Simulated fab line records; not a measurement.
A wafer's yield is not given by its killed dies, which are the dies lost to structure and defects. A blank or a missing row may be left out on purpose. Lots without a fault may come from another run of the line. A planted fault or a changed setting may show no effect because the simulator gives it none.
Matching of chambers || flow gf180mcu || GF_PASSIVATION_CVD_00 on pecvd-04 has 3 sister chambers
The step deposits SiO2 from TEOS, target thk 1000 nm, time 111.95 s. 14 wafers are shown with their chamber, then 7 later ones without.

## WAFERS WITH THEIR CHAMBER
{"wafer": "L461.2", "chamber": 2, "run-length-s (s)": 139.8, "heater-power-w (W)": 673}
{"wafer": "L461.4", "chamber": 1, "run-length-s (s)": 139.3, "heater-power-w (W)": 709}
{"wafer": "L461.6", "chamber": 2, "run-length-s (s)": 139.4, "heater-power-w (W)": 733}
{"wafer": "L463.2", "chamber": 1, "run-length-s (s)": 139.2, "heater-power-w (W)": 603}
{"wafer": "L463.3", "chamber": 2, "run-length-s (s)": 139.8, "heater-power-w (W)": 743}
{"wafer": "L463.5", "chamber": 2, "run-length-s (s)": 139.4, "heater-power-w (W)": 781}
{"wafer": "L464.3", "chamber": 1, "run-length-s (s)": 139.4, "heater-power-w (W)": 568}
{"wafer": "L464.5", "chamber": 0, "run-length-s (s)": 140.7, "heater-power-w (W)": 552}
{"wafer": "L464.6", "chamber": 1, "run-length-s (s)": 139.1, "heater-power-w (W)": 619}
{"wafer": "L469.2", "chamber": 1, "run-length-s (s)": 139.1, "heater-power-w (W)": 627}
{"wafer": "L469.4", "chamber": 2, "run-length-s (s)": 139.9, "heater-power-w (W)": 654}
{"wafer": "L469.5", "chamber": 0, "run-length-s (s)": 140.9, "heater-power-w (W)": 677}
{"wafer": "L470.3", "chamber": 1, "run-length-s (s)": 139.0, "heater-power-w (W)": 690}
{"wafer": "L470.6", "chamber": 1, "run-length-s (s)": 140.1, "heater-power-w (W)": 559}

SIGNATURES (means of the wafers above)
{"reading": "run-length-s", "chamber 0": 140.800, "chamber 1": 139.314, "chamber 2": 139.660, "scatter within a chamber": 0.313}
{"reading": "heater-power-w", "chamber 0": 614.50, "chamber 1": 625.00, "chamber 2": 716.80, "scatter within a chamber": 58.9}
Rule: distance of a wafer from a chamber = root of the sum over the readings of ((wafer's reading minus chamber's mean) / reading's scatter) squared. If the next closest chamber is less than 2 further off than the closest, the wafer can't be placed; otherwise it belongs to the closest. The scatter is the square root of a quotient: the sum, over the shown wafers, of each reading's squared deviation from its chamber's mean, divided by wafers minus chambers.

## WAFERS WITHOUT THEIR CHAMBER
{"wafer": "L472.6", "run-length-s (s)": 141.0, "heater-power-w (W)": 558}
{"wafer": "L483.1", "run-length-s (s)": 141.4, "heater-power-w (W)": 706}
{"wafer": "L483.3", "run-length-s (s)": 139.0, "heater-power-w (W)": 688}
{"wafer": "L483.6", "run-length-s (s)": 139.7, "heater-power-w (W)": 556}
{"wafer": "L484.1", "run-length-s (s)": 139.5, "heater-power-w (W)": 704}
{"wafer": "L484.2", "run-length-s (s)": 140.9, "heater-power-w (W)": 667}
{"wafer": "L484.4", "run-length-s (s)": 139.4, "heater-power-w (W)": 769}

## THE CHAMBER EACH PASSED THROUGH
{"wafer": "L472.6", "from the rows above": 0, "in truth": 0}
{"wafer": "L483.1", "from the rows above": 0, "in truth": 0}
{"wafer": "L483.3", "from the rows above": "can't be placed: 1 or 2", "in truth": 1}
{"wafer": "L483.6", "from the rows above": "can't be placed: 1 or 2 or 0", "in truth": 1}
{"wafer": "L484.1", "from the rows above": "can't be placed: 2 or 1", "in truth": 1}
{"wafer": "L484.2", "from the rows above": 0, "in truth": 0}
{"wafer": "L484.4", "from the rows above": "can't be placed: 2 or 1", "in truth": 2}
Correct placement for 3 of the 7. These rows do not allow placing 4 (true chamber among the candidates in 4). Number placed wrongly: 0.
